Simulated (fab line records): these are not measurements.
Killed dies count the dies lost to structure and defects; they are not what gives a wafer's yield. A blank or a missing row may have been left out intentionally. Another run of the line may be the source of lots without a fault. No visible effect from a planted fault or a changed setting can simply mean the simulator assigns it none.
The tool behind it: which one? :: flow gf180mcu :: Sampling: 13 lots, 39 wafers, 3 of 602 route steps

WHAT EACH GAUGE READ, for each wafer
GF_TOP_METAL_RS_MEAS_05: a four-point-probe measurement. Usual: TOP_METAL_ALCU_RS gives 0.0327 ohm/sq (standard deviation 0.00033).
lot: L914
measured: day 27 12:20
on: film metro-04
TOP_METAL_ALCU_RS (ohm/sq): 0.0324 0.0326 0.0324
flag: 

lot: L915
measured: day 27 20:14
on: film metro-02
TOP_METAL_ALCU_RS (ohm/sq): 0.0330 0.0330 0.0329
flag: 

lot: L916
measured: day 28 05:01
on: film metro-02
TOP_METAL_ALCU_RS (ohm/sq): 0.0321 0.0326 0.0326
flag: 

lot: L917
measured: day 28 10:08
on: film metro-03
TOP_METAL_ALCU_RS (ohm/sq): 0.0325 0.0324 0.0324
flag: 

lot: L918
measured: day 28 21:56
on: film metro-03
TOP_METAL_ALCU_RS (ohm/sq): 0.0326 0.0325 0.0323
flag: 

lot: L920
measured: day 29 10:29
on: film metro-04
TOP_METAL_ALCU_RS (ohm/sq): 0.0333 0.0332 0.0331
flag: 

lot: L921
measured: day 29 19:47
on: film metro-04
TOP_METAL_ALCU_RS (ohm/sq): 0.0329 0.0331 0.0330
flag: 

lot: L922
measured: day 30 01:01
on: film metro-03
TOP_METAL_ALCU_RS (ohm/sq): 0.0329 0.0332 0.0332
flag: 

lot: L923
measured: day 30 08:29
on: film metro-03
TOP_METAL_ALCU_RS (ohm/sq): 0.0333 0.0332 0.0332
flag: 

lot: L924
measured: day 30 18:51
on: film metro-02
TOP_METAL_ALCU_RS (ohm/sq): 0.0325 0.0321 0.0323
flag: 

lot: L925
measured: day 30 23:17
on: film metro-03
TOP_METAL_ALCU_RS (ohm/sq): 0.0328 0.0329 0.0328
flag: 

lot: L927
measured: day 31 10:31
on: film metro-03
TOP_METAL_ALCU_RS (ohm/sq): 0.0329 0.0324 0.0325
flag: 

lot: L935
measured: day 33 09:34
on: film metro-02
TOP_METAL_ALCU_RS (ohm/sq): 0.0329 0.0328 0.0327
flag: 

WHICH TOOL RAN EACH LOT (tool, then ch and the chambers of the sampled wafers, then the start)
lot: L914
GF_POLY_GATE_OXIDATION_16: furnace-01 ch 0, day 9 12:36
GF_V5_STRIP_18: plasma asher-02 ch 0,1, day 27 10:53

lot: L915
GF_POLY_GATE_OXIDATION_16: furnace-01 ch 0, day 9 16:45
GF_V5_STRIP_18: plasma asher-01 ch 0,1, day 27 18:47

lot: L916
GF_POLY_GATE_OXIDATION_16: furnace-02 ch 0, day 10 00:31
GF_V5_STRIP_18: plasma asher-02 ch 0,1, day 28 03:32

lot: L917
GF_POLY_GATE_OXIDATION_16: furnace-02 ch 0, day 10 07:43
GF_V5_STRIP_18: plasma asher-02 ch 0,1, day 28 08:29

lot: L918
GF_POLY_GATE_OXIDATION_16: furnace-01 ch 0, day 10 17:46
GF_V5_STRIP_18: plasma asher-01 ch 0,1, day 28 20:26

lot: L920
GF_POLY_GATE_OXIDATION_16: furnace-02 ch 0, day 11 05:30
GF_V5_STRIP_18: plasma asher-04 ch 0,1, day 29 08:59

lot: L921
GF_POLY_GATE_OXIDATION_16: furnace-02 ch 0, day 11 15:32
GF_V5_STRIP_18: plasma asher-04 ch 0,1, day 29 18:20

lot: L922
GF_POLY_GATE_OXIDATION_16: furnace-02 ch 0, day 11 21:31
GF_V5_STRIP_18: plasma asher-01 ch 0,1, day 29 23:26

lot: L923
GF_POLY_GATE_OXIDATION_16: furnace-01 ch 0, day 12 05:04
GF_V5_STRIP_18: plasma asher-02 ch 0,1, day 30 07:02

lot: L924
GF_POLY_GATE_OXIDATION_16: furnace-01 ch 0, day 12 13:00
GF_V5_STRIP_18: plasma asher-04 ch 0,1, day 30 17:20

lot: L925
GF_POLY_GATE_OXIDATION_16: furnace-01 ch 0, day 12 20:08
GF_V5_STRIP_18: plasma asher-01 ch 0,1, day 30 21:50

lot: L927
GF_POLY_GATE_OXIDATION_16: furnace-01 ch 0, day 13 07:57
GF_V5_STRIP_18: plasma asher-04 ch 0,1, day 31 09:04

lot: L935
GF_POLY_GATE_OXIDATION_16: furnace-02 ch 0, day 15 17:18
GF_V5_STRIP_18: plasma asher-04 ch 0,1, day 33 08:05
- GF_POLY_GATE_OXIDATION_16: stabilise 600 s, purge 300 s, target thk 4 nm.
- GF_V5_STRIP_18: strips in O2/N2.

AS READ BY THE TOOLS THEMSELVES (means over the sampled wafers that have a number; for cases with no such wafer, the mark the record gives instead)
GF_POLY_GATE_OXIDATION_16. Usual: spike tc bottom C 866 C, standard deviation 3.9; spike tc centre C 851.0 C, standard deviation 1.2; zone power lower pct 15.4 %, standard deviation 0.83.
lot: L914
tool: furnace-01
spike tc bottom C (C): 862
spike tc centre C (C): 851.3
zone power lower pct (%): 16.3
flag: 

lot: L915
tool: furnace-01
spike tc bottom C (C): 861
spike tc centre C (C): 851.3
zone power lower pct (%): 16.3
flag: 

lot: L916
tool: furnace-02
spike tc bottom C (C): 871
spike tc centre C (C): 852.4
zone power lower pct (%): 14.6
flag: 

lot: L917
tool: furnace-02
spike tc bottom C (C): 870
spike tc centre C (C): 851.8
zone power lower pct (%): 14.6
flag: 

lot: L918
tool: furnace-01
spike tc bottom C (C): 862
spike tc centre C (C): 849.7
zone power lower pct (%): 16.2
flag: 

lot: L920
tool: furnace-02
spike tc bottom C (C): 868
spike tc centre C (C): 851.9
zone power lower pct (%): 14.6
flag: 

lot: L921
tool: furnace-02
spike tc bottom C (C): 869
spike tc centre C (C): 851.5
zone power lower pct (%): 14.6
flag: 

lot: L922
tool: furnace-02
spike tc bottom C (C): 869
spike tc centre C (C): 851.7
zone power lower pct (%): 14.5
flag: 

lot: L923
tool: furnace-01
spike tc bottom C (C): 862
spike tc centre C (C): 851.3
zone power lower pct (%): 16.1
flag: 

lot: L924
tool: furnace-01
spike tc bottom C (C): 862
spike tc centre C (C): 850.3
zone power lower pct (%): 16.4
flag: 

lot: L925
tool: furnace-01
spike tc bottom C (C): 861
spike tc centre C (C): 850.9
zone power lower pct (%): 16.2
flag: 

lot: L927
tool: furnace-01
spike tc bottom C (C): 862
spike tc centre C (C): 849.6
zone power lower pct (%): 16.1
flag: 

lot: L935
tool: furnace-02
spike tc bottom C (C): 870
spike tc centre C (C): 851.9
zone power lower pct (%): 14.6
flag: 

GF_V5_STRIP_18. Usual: drypump motor current A 6.2 A, standard deviation 0.43; heater power w 317 W, standard deviation 29; o2 flow sccm 3002 sccm, standard deviation 8.8; oes product au 0.569 a.u., standard deviation 0.0051.
lot: L914
tool: plasma asher-02
drypump motor current A (A): 5.8
heater power w (W): 322
o2 flow sccm (sccm): 3011
oes product au (a.u.): 0.572
flag: 

lot: L915
tool: plasma asher-01
drypump motor current A (A): 5.8
heater power w (W): 324
o2 flow sccm (sccm): 3005
oes product au (a.u.): 0.564
flag: 

lot: L916
tool: plasma asher-02
drypump motor current A (A): 5.9
heater power w (W): 297
o2 flow sccm (sccm): 2999
oes product au (a.u.): 0.565
flag: 

lot: L917
tool: plasma asher-02
drypump motor current A (A): 5.9
heater power w (W): 300
o2 flow sccm (sccm): 2999
oes product au (a.u.): 0.564
flag: 

lot: L918
tool: plasma asher-01
drypump motor current A (A): 5.5
heater power w (W): 299
o2 flow sccm (sccm): 3003
oes product au (a.u.): 0.569
flag: 

lot: L920
tool: plasma asher-04
drypump motor current A (A): 6.7
heater power w (W): 324
o2 flow sccm (sccm): 2997
oes product au (a.u.): 0.575
flag: 

lot: L921
tool: plasma asher-04
drypump motor current A (A): 6.6
heater power w (W): 320
o2 flow sccm (sccm): 2998
oes product au (a.u.): 0.570
flag: 

lot: L922
tool: plasma asher-01
drypump motor current A (A): 5.8
heater power w (W): 327
o2 flow sccm (sccm): 3001
oes product au (a.u.): 0.570
flag: 

lot: L923
tool: plasma asher-02
drypump motor current A (A): 5.9
heater power w (W): 301
o2 flow sccm (sccm): 3005
oes product au (a.u.): 0.574
flag: 

lot: L924
tool: plasma asher-04
drypump motor current A (A): 6.7
heater power w (W): 330
o2 flow sccm (sccm): 3003
oes product au (a.u.): 0.568
flag: 

lot: L925
tool: plasma asher-01
drypump motor current A (A): 5.5
heater power w (W): 293
o2 flow sccm (sccm): 3001
oes product au (a.u.): 0.566
flag: 

lot: L927
tool: plasma asher-04
drypump motor current A (A): 6.6
heater power w (W): 322
o2 flow sccm (sccm): 3006
oes product au (a.u.): 0.564
flag: 

lot: L935
tool: plasma asher-04
drypump motor current A (A): 6.6
heater power w (W): 332
o2 flow sccm (sccm): 3005
oes product au (a.u.): 0.569
flag: 

THE ANSWER, worked out from the rows above alone
Rule: a lot is off if the mean of its wafers that have a number lies more than 3 standard deviations from the usual mean. A lot without any number at a reading at which 4 lots or more have one is off too. Any other lot the step has rows for is counted as sound. First the gauges in route order, then the tools' own readings, where a lot's mean is used as printed above. At the first step where some lot is off, the reading lying furthest off is the one used; lots without a number count as furthest.
None of the lots is off at any reading shown; this tells nothing.

WHAT THE SIMULATOR HAD INSERTED
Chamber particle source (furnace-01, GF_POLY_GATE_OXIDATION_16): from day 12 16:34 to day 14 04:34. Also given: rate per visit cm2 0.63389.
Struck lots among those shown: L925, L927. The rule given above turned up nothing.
